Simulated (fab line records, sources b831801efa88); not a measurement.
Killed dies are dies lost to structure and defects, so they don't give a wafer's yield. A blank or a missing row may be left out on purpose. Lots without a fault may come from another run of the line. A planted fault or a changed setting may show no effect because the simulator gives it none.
fab line records | flow sky130
record lots=6 wafers=18 last_day=50
route steps=708 shown POLY_GATE@234 LDD_N@237 LDD_P@255 PAD_OPEN@708
lots that met no fault: from a run of the same line without faults
start_h: hours from the record's first day to the start of the lot's first wafer shown | wait_h: hours since the lot's step before | " the same as in the row above | L1.1+2: a row that stands for several wafers | - no value, or no start given | * or withheld: withheld | < > ~ a bound
route shown NAME@n: a module of which the file shows steps, and the number in the route of the first | usual: mean/standard deviation of fault-free wafers | same: alike in all rows | chamber/n: place in a boat | sites: the reading at each site | _std_site: their standard deviation | _edge_site: outer sites' mean less inner sites' | radius_mm: how far each site lies from the wafer's centre | mask NAME#n: copy n | behind: the tool/chamber that last shaped the wafer | hold: why the lot was held/for how many hours/how that ended | device: the transistor (n, p or np) that didn't switch | end of line: the same wafers' tests at the end of the route | a step without rows: its recipe alone | killed: dies lost to structure and defects at the first sort, not the wafer's yield | map: a wafer's dies, x killed, . not, _ none there
set.NAME: the setting as run; set.NAME@STEP: as run at that earlier step | model.NAME: the simulator's own value behind a step, which no gauge read
lots at some steps of the route; a table a step, a row a wafer
services: from which hour (start_h, from the record's first day; less than 0 if before it) a tool's chamber was out of use, for how many hours, and why
## steps
# step SKY_POLY_GATE_OXIDATION_20
# recipe temp_c=850 ambient=O2 stabilise_s=600 purge_s=300 target_thk_a=40 ox_time_s=899
# step SKY_POLY_GATE_THK_MEAS_21
# recipe reads=SiO2_of_POLY_GATE_OXIDATION_20
# usual POLY_GATE_OXIDATION_THK=3.98/0.1
# columns lot.wafer tool chamber start_h wait_h POLY_GATE_OXIDATION_THK[nm]
L214.2 film_metro-01 - 462.09 0.0 3.96
L214.3 " - " " 4.00
L214.6 " - " " 4.02
L213.3 film_metro-01 - 462.16 0.1 3.88
L213.4 " - " " 4.05
L213.5 " - " " 3.98
L222.1 film_metro-03 - 536.19 0.0 3.83
L222.3 " - " " 3.80
L222.6 " - " " 3.84
L223.1 film_metro-02 - 543.20 0.0 4.07
L223.2 " - " " 4.09
L223.3 " - " " 4.20
L224.2 film_metro-03 - 553.70 0.0 3.90
L224.3 " - " " 3.86
L224.4 " - " " 3.90
L225.3 film_metro-03 - 563.81 0.0 4.08
L225.5 " - " " 4.05
L225.6 " - " " 4.07
# step SKY_POLY_GATE_CD_MEAS_22
# usual cd_nm=149.9/1.6
# columns lot.wafer tool chamber start_h wait_h cd_nm
L214.2 cd_sem-02 - 462.17 0.1 149.6
L214.3 " - " " 147.5
L214.6 " - " " 150.9
L213.3 cd_sem-01 - 462.26 0.1 150.5
L213.4 " - " " 149.3
L213.5 " - " " 152.5
L222.1 cd_sem-01 - 536.25 0.1 148.7
L222.3 " - " " 149.1
L222.6 " - " " 150.3
L223.1 cd_sem-02 - 543.26 0.1 150.5
L223.2 " - " " 147.4
L223.3 " - " " 149.6
L224.2 cd_sem-01 - 553.78 0.1 151.8
L224.3 " - " " 150.4
L224.4 " - " " 152.1
L225.3 cd_sem-02 - 563.91 0.1 149.6
L225.5 " - " " 151.0
L225.6 " - " " 151.9
# step SKY_LDD_N_DEHYDRATE_00
# recipe temp_c=200 time_s=60
# step SKY_LDD_N_HMDS_01
# recipe prime_time_s=60 prime_temp_c=120
# step SKY_LDD_N_COAT_02
# recipe resist=NOVOLAK spin_rpm=3000 resist_thk_nm=300
# step SKY_LDD_N_SOFTBAKE_03
# recipe temp_c=90 time_s=60 resist=NOVOLAK
# step SKY_LDD_N_EXPOSE_04
# recipe mask_id=NTM target_cd_nm=840 na=0.6 source_shape=conventional sigma_outer=0.6 dose_mj=110
# step SKY_LDD_N_PEB_05
# recipe temp_c=withheld time_s=* resist=NOVOLAK
# step SKY_LDD_N_DEVELOP_06
# recipe develop_time_s=60 dev_temp_c=23
# step SKY_LDD_N_OVL_MEAS_07
# usual LDD_N_OVL=1.1/1.3
# columns lot.wafer tool chamber start_h wait_h LDD_N_OVL[nm]
L214.2 overlay-01 - 491.98 0.1 1.6
L214.3 " - " " 2.3
L214.6 " - " " 0.7
L213.3 overlay-01 - 492.29 0.1 0.3
L213.4 " - " " 3.6
L213.5 " - " " 0.1
L222.1 overlay-01 - 566.10 0.1 0.7
L222.3 " - " " 1.2
L222.6 " - " " 0.8
L223.1 overlay-02 - 572.70 0.1 1.9
L223.2 " - " " 1.5
L223.3 " - " " 1.9
L224.2 overlay-01 - 583.03 0.1 1.1
L224.3 " - " " -0.3
L224.4 " - " " -0.4
L225.3 overlay-02 - 593.04 0.1 -0.1
L225.5 " - " " 0.4
L225.6 " - " " -0.9
# step SKY_LDD_N_IMPLANT_08
# recipe species=As energy_kev=20 dose_cm2=7.5e+13 tilt_deg=withheld rotation_deg=23
# step SKY_LDD_N_IMPLANT_09
# recipe species=As energy_kev=20 dose_cm2=7.5e+13 tilt_deg=withheld rotation_deg=113
# usual beam_energy_keV=20.000/0.0071 dose_ions_cm2=7.499e+13/7e+10 faraday_current_uA=422/9.1
# columns lot.wafer tool chamber start_h wait_h beam_energy_keV dose_ions_cm2 faraday_current_uA
L214.2 implanter-04 0 492.19 0.1 19.999 7.501e+13 417
L214.3 " 0 " " 20.002 7.505e+13 427
L214.6 " 0 " " 20.003 7.505e+13 418
L213.3 implanter-01 0 492.51 0.1 20.002 7.485e+13 432
L213.4 " 0 " " 20.004 7.486e+13 434
L213.5 " 0 " " 20.013 7.475e+13 417
L222.1 implanter-04 0 566.28 0.1 20.003 7.52e+12 42
L222.3 " 0 " " 19.990 7.52e+12 41
L222.6 " 0 " " 19.992 7.58e+12 41
L223.1 implanter-04 0 572.88 0.1 19.997 7.42e+12 41
L223.2 " 0 " " 20.001 7.4e+12 43
L223.3 " 0 " " 19.995 7.45e+12 42
L224.2 implanter-03 0 583.24 0.1 20.007 7.5e+13 423
L224.3 " 0 " " 20.001 7.517e+13 419
L224.4 " 0 " " 19.998 7.504e+13 418
L225.3 implanter-03 0 593.26 0.1 19.983 7.508e+13 437
L225.5 " 0 " " 19.985 7.501e+13 412
L225.6 " 0 " " 19.979 7.505e+13 426
# step SKY_LDD_N_IMPLANT_10
# recipe species=As energy_kev=20 dose_cm2=7.5e+13 tilt_deg=withheld rotation_deg=203
# step SKY_LDD_N_IMPLANT_11
# recipe species=As energy_kev=20 dose_cm2=7.5e+13 tilt_deg=withheld rotation_deg=293
# step SKY_LDD_N_IMPLANT_12
# recipe species=BF2 energy_kev=50 dose_cm2=5e+12 tilt_deg=30 rotation_deg=0
# step SKY_LDD_N_IMPLANT_13
# recipe species=BF2 energy_kev=50 dose_cm2=5e+12 tilt_deg=30 rotation_deg=90
# step SKY_LDD_N_IMPLANT_14
# recipe species=BF2 energy_kev=50 dose_cm2=5e+12 tilt_deg=30 rotation_deg=180
# step SKY_LDD_N_IMPLANT_15
# recipe species=BF2 energy_kev=50 dose_cm2=5e+12 tilt_deg=30 rotation_deg=270
# step SKY_LDD_N_STRIP_16
# recipe chemistry=O2/N2 power_w=1400 pressure_mtorr=1500 platen_temp_c=withheld o2_flow_sccm=3000 n2_flow_sccm=300 overash_fraction=0.5
# usual drypump_motor_current_A=5.8/0.44 oes_product_au=0.406/0.0051 strip_time_to_endpoint_s=4.315/0.013
# columns lot.wafer tool chamber start_h wait_h drypump_motor_current_A oes_product_au rf_hours_counter_h strip_time_to_endpoint_s
L214.2 plasma_asher-04 1 493.21 0.1 6.3 0.405 6 4.294
L214.3 " 0 " " 5.9 0.400 - 4.314
L214.6 " 1 " " 6.3 0.415 - 4.345
L213.3 plasma_asher-02 1 493.55 0.1 6.1 0.404 - 4.310
L213.4 " 0 " " 5.9 0.410 - 4.307
L213.5 " 0 " " 6.0 0.404 - 4.326
L222.1 plasma_asher-01 1 567.33 0.1 6.1 0.408 88 4.169
L222.3 " 0 " " 5.2 0.401 - 4.163
L222.6 " 1 " " 6.0 0.408 - 4.166
L223.1 plasma_asher-01 1 573.93 0.1 6.1 0.405 89 4.176
L223.2 " 0 " " 5.2 0.409 89 4.165
L223.3 " 1 " " 6.1 0.413 - 4.152
L224.2 plasma_asher-01 0 584.26 0.1 5.1 0.409 90 4.301
L224.3 " 0 " " 5.1 0.406 - 4.298
L224.4 " 1 " " 6.0 0.401 - 4.314
L225.3 plasma_asher-01 0 594.30 0.1 5.1 0.404 - 4.322
L225.5 " 0 " " 5.1 0.412 - 4.312
L225.6 " 1 " " 6.1 0.407 - 4.305
# step SKY_LDD_N_TW_MEAS_17
# usual LDD_N_TW=2582/22
# columns lot.wafer tool chamber start_h wait_h LDD_N_TW
L214.2 film_metro-03 - 493.32 0.1 2579
L214.3 " - " " 2591
L214.6 " - " " 2586
L213.3 film_metro-03 - 493.63 0.1 2593
L213.4 " - " " 2564
L213.5 " - " " 2590
L222.1 film_metro-03 - 567.43 0.1 2467
L222.3 " - " " 2465
L222.6 " - " " 2450
L223.1 film_metro-03 - 574.03 0.1 2471
L223.2 " - " " 2461
L223.3 " - " " 2463
L224.2 film_metro-04 - 584.37 0.1 2592
L224.3 " - " " 2610
L224.4 " - " " 2613
L225.3 film_metro-04 - 594.38 0.1 2601
L225.5 " - " " 2616
L225.6 " - " " 2604
# step SKY_LDD_P_DEHYDRATE_00
# recipe temp_c=200 time_s=60
# step SKY_PAD_OPEN_PROBE_99
# usual killed_at_M0_to_M3=45/7 killed_at_M4_up=3.4/1.8 killed_at_contacts=24/5.4 killed_at_front_end=16/4.8 killed_at_other=0.4/0.62 killed_dies=89/10 killed_open=48/7.2 killed_short=40/6.3
# same gross_dies=492 killed_at_back_side=0
# columns lot.wafer tool chamber start_h wait_h killed_at_M0_to_M3 killed_at_M4_up killed_at_contacts killed_at_front_end killed_at_other killed_dies killed_open killed_short model.etest.tip_n.rs_ohm_sq model.etest.nfet_01v8.r_on_ohm_um model.etest.nfet_01v8_swapped.vt_sat_v
L214.2 prober-02 - 1133.40 0.1 38 0 23 18 0 79 43 36 446.8 852 0.6523
L214.3 prober-02 - 1133.45 0.2 56 1 26 9 0 92 49 43 445.2 844.2 0.6508
L214.6 prober-02 - 1133.60 0.2 54 4 25 15 0 98 47 51 443.8 824.8 0.6469
L213.3 prober-01 - 1137.23 0.2 52 2 34 11 0 99 56 43 444.5 852.8 0.6579
L213.4 prober-01 - 1137.28 0.2 44 3 30 14 1 92 52 40 445.9 858.7 0.6568
L213.5 prober-01 - 1137.33 0.2 51 4 31 15 0 101 68 33 447.2 868.9 0.6593
L222.1 prober-02 - 1177.96 0.1 47 1 23 14 0 85 43 42 530.7 843 0.6635
L222.3 prober-02 - 1178.06 0.2 60 2 25 18 0 105 55 50 530.7 839.5 0.6582
L222.6 prober-02 - 1178.21 0.2 52 2 21 22 0 97 54 43 526.8 835.1 0.6555
L223.1 prober-02 - 1180.74 0.1 48 7 18 17 0 90 52 38 522.1 883.5 0.6767
L223.2 prober-02 - 1180.79 0.1 44 4 28 17 0 93 60 33 520.1 866.4 0.6698
L223.3 prober-02 - 1180.84 0.2 53 4 32 18 0 107 59 48 519.1 888.2 0.6747
L224.2 prober-01 - 1188.14 0.1 45 2 31 20 0 98 53 45 440 835.3 0.6491
L224.3 prober-01 - 1188.19 0.2 44 1 22 26 0 93 53 40 438.5 834.1 0.649
L224.4 prober-01 - 1188.24 0.2 33 2 18 35 0 88 47 41 443.5 851 0.6557
L225.3 prober-02 - 1193.96 0.2 44 3 21 17 2 87 42 43 440.7 848 0.6513
L225.5 prober-02 - 1194.06 0.2 37 4 20 9 1 71 35 35 442.8 830.6 0.6435
L225.6 prober-02 - 1194.11 0.2 34 3 21 15 0 73 34 39 441.5 850.2 0.6541
# killed by level:class
L214.2 VIA2:geometric_particle:open=9 LI_CONTACT:geometric_particle:open=8 CONTACT:geometric_particle:open=6 VIA3:geometric_particle:open=6 CONTACT:geometric_particle:short=5 FIELD_ISO:geometric_particle:short=4 METAL1:geometric_particle:short=4 VIA1:geometric_particle:open=4
L214.3 VIA2:geometric_particle:open=12 VIA1:geometric_particle:open=12 VIA3:geometric_particle:open=9 CONTACT:geometric_particle:short=9 VIA1:geometric_particle:short=9 LI_CONTACT:geometric_particle:open=7 LOCAL_INTERCONNECT:geometric_particle:short=4 METAL1:geometric_particle:short=4
L214.6 VIA1:geometric_particle:open=14 LI_CONTACT:geometric_particle:open=7 METAL1:geometric_particle:short=7 VIA1:geometric_particle:short=7 VIA2:geometric_particle:open=6 CONTACT:geometric_particle:open=6 LOCAL_INTERCONNECT:geometric_particle:short=5 POLY_GATE:geometric_particle:short=4
L213.3 CONTACT:geometric_particle:open=18 VIA3:geometric_particle:open=8 LI_CONTACT:geometric_particle:open=7 METAL1:geometric_particle:short=7 VIA2:geometric_particle:open=7 VIA1:geometric_particle:short=6 METAL2:geometric_particle:short=6 VIA1:geometric_particle:open=5
L213.4 VIA1:geometric_particle:open=12 CONTACT:geometric_particle:open=10 LOCAL_INTERCONNECT:geometric_particle:short=8 LI_CONTACT:geometric_particle:open=7 VIA2:geometric_particle:open=7 VIA3:geometric_particle:open=6 METAL2:geometric_particle:short=5 VIA1:geometric_particle:short=4
L213.5 VIA1:geometric_particle:open=15 CONTACT:geometric_particle:open=13 LI_CONTACT:geometric_particle:open=11 VIA3:geometric_particle:open=8 VIA2:geometric_particle:open=7 METAL1:geometric_particle:short=5 POLY_GATE:geometric_particle:open=4 VIA1:geometric_particle:short=4
L222.1 CONTACT:geometric_particle:open=12 VIA1:geometric_particle:open=10 METAL1:geometric_particle:short=9 METAL2:geometric_particle:short=6 FIELD_ISO:geometric_particle:short=5 VIA2:geometric_particle:short=5 POLY_GATE:geometric_particle:open=4 LI_CONTACT:geometric_particle:open=4
L222.3 VIA1:geometric_particle:open=18 METAL2:geometric_particle:short=14 CONTACT:geometric_particle:open=9 LI_CONTACT:geometric_particle:open=7 POLY_GATE:geometric_particle:short=6 VIA3:geometric_particle:open=5 METAL3:geometric_particle:short=5 FIELD_ISO:geometric_particle:short=4
L222.6 VIA1:geometric_particle:open=11 VIA2:geometric_particle:open=11 CONTACT:geometric_particle:short=8 CONTACT:geometric_particle:open=8 VIA3:geometric_particle:open=7 METAL2:geometric_particle:short=7 METAL1:geometric_particle:short=5 POLY_GATE:geometric_particle:open=5
L223.1 VIA1:geometric_particle:open=9 VIA3:geometric_particle:open=8 LI_CONTACT:geometric_particle:open=6 FIELD_ISO:geometric_particle:open=5 CONTACT:geometric_particle:short=5 VIA1:geometric_particle:short=5 METAL2:geometric_particle:short=5 METAL2:geometric_particle:open=5
L223.2 VIA3:geometric_particle:open=11 CONTACT:geometric_particle:open=11 LI_CONTACT:geometric_particle:open=8 VIA1:geometric_particle:open=7 FIELD_ISO:geometric_particle:open=5 METAL1:geometric_particle:short=5 VIA2:geometric_particle:open=5 POLY_GATE:geometric_particle:open=4
L223.3 CONTACT:geometric_particle:open=12 VIA2:geometric_particle:open=11 LI_CONTACT:geometric_particle:open=9 VIA1:geometric_particle:open=9 FIELD_ISO:geometric_particle:short=6 METAL2:geometric_particle:short=6 METAL3:geometric_particle:short=6 LOCAL_INTERCONNECT:geometric_particle:short=5
L224.2 CONTACT:geometric_particle:open=12 VIA1:geometric_particle:open=11 VIA1:geometric_particle:short=8 CONTACT:geometric_particle:short=7 VIA2:geometric_particle:open=7 FIELD_ISO:geometric_particle:short=5 FIELD_ISO:geometric_particle:open=5 LI_CONTACT:geometric_particle:open=5
L224.3 CONTACT:geometric_particle:open=14 VIA2:geometric_particle:open=10 VIA1:geometric_particle:open=9 FIELD_ISO:geometric_particle:short=8 FIELD_ISO:geometric_particle:open=7 POLY_GATE:geometric_particle:short=6 METAL1:geometric_particle:short=6 METAL2:geometric_particle:short=5
L224.4 FIELD_ISO:geometric_particle:short=12 VIA1:geometric_particle:open=12 CONTACT:geometric_particle:open=9 METAL1:geometric_particle:short=7 POLY_GATE:geometric_particle:short=6 LI_CONTACT:geometric_particle:open=6 FIELD_ISO:geometric_particle:open=5 POLY_GATE:geometric_particle:open=3
L225.3 CONTACT:geometric_particle:open=10 METAL1:geometric_particle:short=7 VIA2:geometric_particle:open=7 METAL2:geometric_particle:short=6 METAL1:geometric_particle:open=5 VIA3:geometric_particle:open=5 POLY_GATE:geometric_particle:open=4 POLY_GATE:geometric_particle:short=4
L225.5 VIA1:geometric_particle:open=9 METAL1:geometric_particle:short=7 LI_CONTACT:geometric_particle:open=6 CONTACT:geometric_particle:open=6 VIA1:geometric_particle:short=6 POLY_GATE:geometric_particle:short=4 CONTACT:geometric_particle:short=4 METAL2:geometric_particle:short=4
L225.6 METAL2:geometric_particle:short=8 LI_CONTACT:geometric_particle:open=6 CONTACT:geometric_particle:open=6 METAL1:geometric_particle:short=6 VIA1:geometric_particle:open=5 LOCAL_INTERCONNECT:geometric_particle:short=4 SPACER:geometric_particle:short=3 FIELD_ISO:geometric_particle:open=3
## services
# columns tool chamber start_h hours kind
plasma_asher-04 - 477.43 4.0 pm
plasma_asher-01 - 502.01 3.6 repair
plasma_asher-01 - 516.94 0.4 repair
implanter-04 - 536.26 2.1 repair
implanter-03 - 543.68 2.2 repair
## key
first_sign step=SKY_LDD_N_IMPLANT_09 reading=dose_ions_cm2 direction=down sigmas=99+ usual=* struck=*
effect step=SKY_LDD_N_IMPLANT_09 reading=faraday_current_uA direction=down sigmas=42 usual=422 struck=42
effect step=SKY_LDD_N_STRIP_16 reading=strip_time_to_endpoint_s direction=down sigmas=11 usual=* struck=*
effect step=SKY_LDD_N_TW_MEAS_17 reading=LDD_N_TW direction=down sigmas=5.5 usual=2582 struck=2463
model_effect step=SKY_PAD_OPEN_PROBE_99 value=etest.tip_n.rs_ohm_sq without=442.2 struck=524.9
met_at SKY_LDD_N_IMPLANT_09
struck_wafers L222.1,L222.3,L222.6,L223.1,L223.2,L223.3
tester_left_out L222,L223
onset_between 492.19 566.28
fault kind=process_parameter_drift tool=implanter-04 chamber=- onset_h=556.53 steps=SKY_LDD_N_IMPLANT_09 channel=dose_cm2 offset=* shape=step end_h=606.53 acts_in=* stated=*
# tester_left_out: of these lots the tester's yield and bins aren't shown, on N5 and GAA mostly nor the transistor test; their killed dies are dies lost to structure and defects alone, not to doping, threshold or leakage, so they don't give the yield
